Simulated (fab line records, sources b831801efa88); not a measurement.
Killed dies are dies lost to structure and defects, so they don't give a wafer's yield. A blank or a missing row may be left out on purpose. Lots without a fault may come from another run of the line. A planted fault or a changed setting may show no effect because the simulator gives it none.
fab line records | flow sky130
record lots=14 wafers=42 last_day=50
route steps=708 shown VT_ADJUST_HVTR@142 VT_ADJUST_PCH@153 SONOS_TUNNEL@160 PAD_OPEN@708
lots that met no fault: from a run of the same line without faults
start_h: hours from the record's first day to the start of the lot's first wafer shown | wait_h: hours since the lot's step before | " the same as in the row above | L1.1+2: a row that stands for several wafers | - no value, or no start given | * or withheld: withheld | < > ~ a bound
route shown NAME@n: a module of which the file shows steps, and the number in the route of the first | usual: mean/standard deviation of fault-free wafers | same: alike in all rows | chamber/n: place in a boat | sites: the reading at each site | _std_site: their standard deviation | _edge_site: outer sites' mean less inner sites' | radius_mm: how far each site lies from the wafer's centre | mask NAME#n: copy n | behind: the tool/chamber that last shaped the wafer | hold: why the lot was held/for how many hours/how that ended | device: the transistor (n, p or np) that didn't switch | end of line: the same wafers' tests at the end of the route | a step without rows: its recipe alone | killed: dies lost to structure and defects at the first sort, not the wafer's yield | map: a wafer's dies, x killed, . not, _ none there
set.NAME: the setting as run; set.NAME@STEP: as run at that earlier step | model.NAME: the simulator's own value behind a step, which no gauge read
steps of the route over a sample of lots; a table a step, a row a wafer
## steps
# step SKY_VT_ADJUST_HVTR_TW_MEAS_11
# usual VT_ADJUST_HVTR_TW=210.0/2
# columns lot.wafer tool chamber start_h wait_h VT_ADJUST_HVTR_TW
L500.1 film_metro-02 - 200.37 0.1 213.0
L500.5 " - " " 213.4
L500.6 " - " " 213.7
L501.2 film_metro-01 - 211.83 0.1 210.9
L501.4 " - " " 209.0
L501.6 " - " " 211.1
L502.1 film_metro-04 - 221.33 0.1 207.8
L502.4 " - " " 209.0
L502.5 " - " " 208.2
L503.1 film_metro-04 - 223.19 0.1 207.2
L503.2 " - " " 206.7
L503.3 " - " " 208.3
L504.1 film_metro-02 - 229.78 0.1 211.0
L504.3 " - " " 212.4
L504.4 " - " " 212.8
L507.2 film_metro-01 - 250.74 0.1 210.2
L507.3 " - " " 209.5
L507.4 " - " " 210.2
L508.2 film_metro-04 - 257.85 0.1 208.4
L508.4 " - " " 209.2
L508.5 " - " " 207.8
L510.1 film_metro-01 - 274.42 0.1 208.5
L510.3 " - " " 209.3
L510.4 " - " " 209.0
L512.1 film_metro-04 - 284.89 0.1 207.5
L512.4 " - " " 206.6
L512.6 " - " " 206.4
L513.1 film_metro-04 - 293.62 0.1 209.0
L513.2 " - " " 207.9
L513.5 " - " " 208.2
L519.3 film_metro-04 - 353.55 0.1 205.9
L519.5 " - " " 207.5
L519.6 " - " " 206.6
L520.1 film_metro-02 - 358.58 0.1 211.2
L520.5 " - " " 211.5
L520.6 " - " " 212.0
L522.2 film_metro-04 - 365.18 0.1 206.4
L522.3 " - " " 207.4
L522.6 " - " " 207.5
L523.2 film_metro-04 - 378.00 0.1 206.8
L523.4 " - " " 206.6
L523.6 " - " " 207.6
# step SKY_VT_ADJUST_PCH_TW_MEAS_10
# usual VT_ADJUST_PCH_TW=141.9/1.2
# columns lot.wafer tool chamber start_h wait_h VT_ADJUST_PCH_TW
L500.1 film_metro-02 - 222.33 0.1 143.5
L500.5 " - " " 143.5
L500.6 " - " " 143.6
L501.2 film_metro-03 - 234.58 0.1 141.8
L501.4 " - " " 141.8
L501.6 " - " " 140.9
L502.1 film_metro-03 - 244.37 0.1 141.9
L502.4 " - " " 142.5
L502.5 " - " " 141.8
L503.1 film_metro-02 - 246.48 0.1 143.8
L503.2 " - " " 143.5
L503.3 " - " " 142.5
L504.1 film_metro-04 - 252.93 0.1 140.2
L504.3 " - " " 140.9
L504.4 " - " " 140.1
L507.2 film_metro-02 - 274.66 0.1 143.0
L507.3 " - " " 143.3
L507.4 " - " " 143.3
L508.2 film_metro-04 - 282.86 0.1 140.2
L508.4 " - " " 140.3
L508.5 " - " " 140.0
L510.1 film_metro-02 - 299.48 0.1 141.4
L510.3 " - " " 142.5
L510.4 " - " " 143.5
L512.1 film_metro-02 - 310.30 0.1 143.2
L512.4 " - " " 143.4
L512.6 " - " " 142.8
L513.1 film_metro-04 - 318.77 0.1 139.6
L513.2 " - " " 140.1
L513.5 " - " " 139.8
L519.3 film_metro-04 - 382.32 0.1 140.1
L519.5 " - " " 141.1
L519.6 " - " " 140.5
L520.1 film_metro-04 - 386.62 0.1 140.5
L520.5 " - " " 140.7
L520.6 " - " " 140.3
L522.2 film_metro-03 - 393.54 0.1 142.2
L522.3 " - " " 141.7
L522.6 " - " " 141.5
L523.2 film_metro-03 - 405.38 0.1 141.7
L523.4 " - " " 142.0
L523.6 " - " " 142.2
# step SKY_SONOS_TUNNEL_DEVELOP_06
# recipe resist=NOVOLAK developer=TMAH develop_time_s=60 dev_temp_c=23
# usual exhaust_pa=45.2/0.89
# columns lot.wafer tool chamber start_h wait_h exhaust_pa
L500.1 litho_track-01 0 245.05 0.1 45.3
L500.5 " 0 " " 45.2
L500.6 " 0 " " 46.3
L501.2 litho_track-04 0 257.30 0.1 46.0
L501.4 " 0 " " 45.9
L501.6 " 0 " " 45.8
L502.1 litho_track-01 0 267.55 0.1 45.8
L502.4 " 0 " " 44.8
L502.5 " 0 " " 46.1
L503.1 litho_track-04 0 270.18 0.1 47.0
L503.2 " 0 " " 45.4
L503.3 " 0 " " 46.3
L504.1 litho_track-03 0 276.71 0.1 45.3
L504.3 " 0 " " 43.9
L504.4 " 0 " " 45.7
L507.2 litho_track-01 0 299.37 0.1 44.4
L507.3 " 0 " " 45.3
L507.4 " 0 " " 46.7
L508.2 litho_track-04 0 307.50 0.1 46.0
L508.4 " 0 " " 44.7
L508.5 " 0 " " 45.7
L510.1 litho_track-03 0 324.91 0.1 46.0
L510.3 " 0 " " 44.7
L510.4 " 0 " " 46.0
L512.1 litho_track-03 0 336.76 0.1 46.0
L512.4 " 0 " " 46.0
L512.6 " 0 " " 45.9
L513.1 litho_track-03 0 345.16 0.1 45.5
L513.2 " 0 " " 45.5
L513.5 " 0 " " 46.4
L519.3 litho_track-01 0 410.70 0.1 47.3
L519.5 " 0 " " 44.6
L519.6 " 0 " " 46.9
L520.1 litho_track-03 0 413.81 0.1 45.0
L520.5 " 0 " " 44.7
L520.6 " 0 " " 44.9
L522.2 litho_track-01 0 423.22 0.1 46.9
L522.3 " 0 " " 45.6
L522.6 " 0 " " 45.3
L523.2 litho_track-01 0 435.32 0.1 45.3
L523.4 " 0 " " 45.5
L523.6 " 0 " " 47.2
# step SKY_SONOS_TUNNEL_CD_MEAS_07
# recipe target_cd_nm=410
# usual cd_nm=409.8/2.6
# columns lot.wafer tool chamber start_h wait_h cd_nm
L500.1 cd_sem-01 - 245.20 0.1 405.2
L500.5 " - " " 404.3
L500.6 " - " " 406.9
L501.2 cd_sem-02 - 257.45 0.1 412.2
L501.4 " - " " 412.3
L501.6 " - " " 411.3
L502.1 cd_sem-01 - 267.70 0.1 407.6
L502.4 " - " " 408.6
L502.5 " - " " 407.3
L503.1 cd_sem-01 - 270.33 0.1 407.0
L503.2 " - " " 408.8
L503.3 " - " " 410.1
L504.1 cd_sem-02 - 276.86 0.1 406.0
L504.3 " - " " 408.4
L504.4 " - " " 408.9
L507.2 cd_sem-01 - 299.52 0.1 409.0
L507.3 " - " " 408.3
L507.4 " - " " 407.8
L508.2 cd_sem-01 - 307.65 0.1 409.1
L508.4 " - " " 412.4
L508.5 " - " " 413.2
L510.1 cd_sem-01 - 325.06 0.1 411.5
L510.3 " - " " 407.4
L510.4 " - " " 409.5
L512.1 cd_sem-01 - 336.91 0.1 388.3
L512.4 " - " " 408.7
L512.6 " - " " 409.0
L513.1 cd_sem-02 - 345.31 0.1 394.0
L513.2 " - " " 393.9
L513.5 " - " " 414.0
L519.3 cd_sem-02 - 410.84 0.1 411.4
L519.5 " - " " 413.0
L519.6 " - " " 410.7
L520.1 cd_sem-01 - 413.96 0.1 406.4
L520.5 " - " " 407.4
L520.6 " - " " 406.4
L522.2 cd_sem-01 - 423.37 0.1 415.9
L522.3 " - " " 414.0
L522.6 " - " " 414.1
L523.2 cd_sem-02 - 435.47 0.1 414.8
L523.4 " - " " 415.4
L523.6 " - " " 412.3
# step SKY_SONOS_TUNNEL_TW_MEAS_12
# usual SONOS_TUNNEL_TW=197.1/0.98
# columns lot.wafer tool chamber start_h wait_h SONOS_TUNNEL_TW
L500.1 film_metro-03 - 245.77 0.0 196.0
L500.5 " - " " 195.9
L500.6 " - " " 196.7
L501.2 film_metro-03 - 258.01 0.0 197.3
L501.4 " - " " 196.6
L501.6 " - " " 196.1
L502.1 film_metro-03 - 268.28 0.0 196.7
L502.4 " - " " 197.3
L502.5 " - " " 197.6
L503.1 film_metro-03 - 270.90 0.0 196.3
L503.2 " - " " 197.0
L503.3 " - " " 196.5
L504.1 film_metro-02 - 277.43 0.0 197.6
L504.3 " - " " 197.8
L504.4 " - " " 197.2
L507.2 film_metro-03 - 300.10 0.0 197.4
L507.3 " - " " 197.6
L507.4 " - " " 197.9
L508.2 film_metro-02 - 308.22 0.0 197.8
L508.4 " - " " 196.9
L508.5 " - " " 197.4
L510.1 film_metro-03 - 325.63 0.0 197.6
L510.3 " - " " 197.2
L510.4 " - " " 197.3
L512.1 film_metro-02 - 337.50 0.0 197.8
L512.4 " - " " 198.9
L512.6 " - " " 198.3
L513.1 film_metro-01 - 345.89 0.0 196.3
L513.2 " - " " 196.2
L513.5 " - " " 196.0
L519.3 film_metro-01 - 411.38 0.0 196.9
L519.5 " - " " 195.9
L519.6 " - " " 196.4
L520.1 film_metro-02 - 414.64 0.0 196.7
L520.5 " - " " 196.3
L520.6 " - " " 196.3
L522.2 film_metro-01 - 423.92 0.0 195.5
L522.3 " - " " 196.3
L522.6 " - " " 194.9
L523.2 film_metro-03 - 436.02 0.0 195.5
L523.4 " - " " 196.2
L523.6 " - " " 195.9
# step SKY_PAD_OPEN_PROBE_99
# usual killed_at_M0_to_M3=45/6.6 killed_at_M4_up=3.1/1.6 killed_at_contacts=24/5 killed_at_front_end=14/4.4 killed_at_other=0.3/0.58 killed_dies=87/9.2 killed_on_rim=17/3.6 killed_open=47/6.7 killed_short=40/6.4
# same gross_dies=492 killed_at_back_side=0
# columns lot.wafer tool chamber start_h wait_h killed_at_M0_to_M3 killed_at_M4_up killed_at_contacts killed_at_front_end killed_at_other killed_dies killed_on_rim killed_open killed_short
L508.2 prober-01 - 1121.68 0.1 46 3 15 13 0 77 19 41 36
L508.4 prober-01 - 1121.78 0.2 40 2 29 13 0 84 17 50 34
L508.5 prober-01 - 1121.83 0.2 40 3 20 14 0 77 11 38 39
L510.1 prober-01 - 1131.55 0.1 56 3 35 17 2 113 17 48 65
L510.3 prober-01 - 1131.65 0.2 44 1 27 18 0 90 15 42 48
L510.4 prober-01 - 1131.70 0.2 30 5 32 19 0 86 17 49 37
# killed by level:class
L508.2 VIA1:geometric_particle:open=11 VIA1:geometric_particle:short=8 VIA3:geometric_particle:open=7 FIELD_ISO:geometric_particle:open=6 METAL1:geometric_particle:short=5 LOCAL_INTERCONNECT:geometric_particle:short=4 CONTACT:geometric_particle:open=4 VIA2:geometric_particle:open=4
L508.4 CONTACT:geometric_particle:open=13 VIA1:geometric_particle:open=13 VIA2:geometric_particle:open=8 LI_CONTACT:geometric_particle:open=7 LOCAL_INTERCONNECT:geometric_particle:short=5 METAL1:geometric_particle:short=5 METAL2:geometric_particle:short=4 CONTACT:geometric_particle:short=4
L508.5 CONTACT:geometric_particle:open=8 VIA1:geometric_particle:open=8 METAL2:geometric_particle:short=7 VIA1:geometric_particle:short=6 FIELD_ISO:geometric_particle:open=4 LOCAL_INTERCONNECT:geometric_particle:short=4 VIA3:geometric_particle:open=4 FIELD_ISO:geometric_particle:short=3
L510.1 CONTACT:geometric_particle:open=13 METAL2:geometric_particle:short=11 VIA3:geometric_particle:open=9 CONTACT:geometric_particle:short=8 VIA1:geometric_particle:open=7 METAL1:geometric_particle:short=7 FIELD_ISO:geometric_particle:short=5 POLY_GATE:geometric_particle:short=5
L510.3 CONTACT:geometric_particle:open=14 METAL2:geometric_particle:short=11 CONTACT:geometric_particle:short=8 METAL1:geometric_particle:short=7 VIA1:geometric_particle:open=7 VIA2:geometric_particle:open=5 FIELD_ISO:geometric_particle:short=4 POLY_GATE:geometric_particle:open=3
L510.4 CONTACT:geometric_particle:open=14 VIA2:geometric_particle:open=9 METAL2:geometric_particle:short=7 LI_CONTACT:geometric_particle:open=7 FIELD_ISO:geometric_particle:open=4 FIELD_ISO:geometric_particle:short=4 POLY_GATE:geometric_particle:open=4 CONTACT:geometric_particle:short=4
## key
first_sign step=SKY_SONOS_TUNNEL_CD_MEAS_07 reading=cd_nm direction=down sigmas=6.9 usual=409.8 struck=392.1
effect none on later readings
met_at SKY_SONOS_TUNNEL_DEVELOP_06
struck_lots L512,L513
struck_wafers L512.1,L513.1,L513.2
tester_left_out L512,L513
not_acting_at SKY_VT_ADJUST_HVTR_TW_MEAS_11,SKY_VT_ADJUST_PCH_TW_MEAS_10,SKY_SONOS_TUNNEL_TW_MEAS_12
onset_between 324.91 336.76
fault kind=process_parameter_drift tool=litho_track-03 chamber=- onset_h=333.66 steps=SKY_SONOS_TUNNEL_DEVELOP_06 channel=develop_time_s offset=* shape=step end_h=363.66 scope=struck_wafers_only acts_in=* stated=*
# tester_left_out: of these lots the tester's yield and bins aren't shown, on N5 and GAA mostly nor the transistor test; their killed dies are dies lost to structure and defects alone, not to doping, threshold or leakage, so they don't give the yield
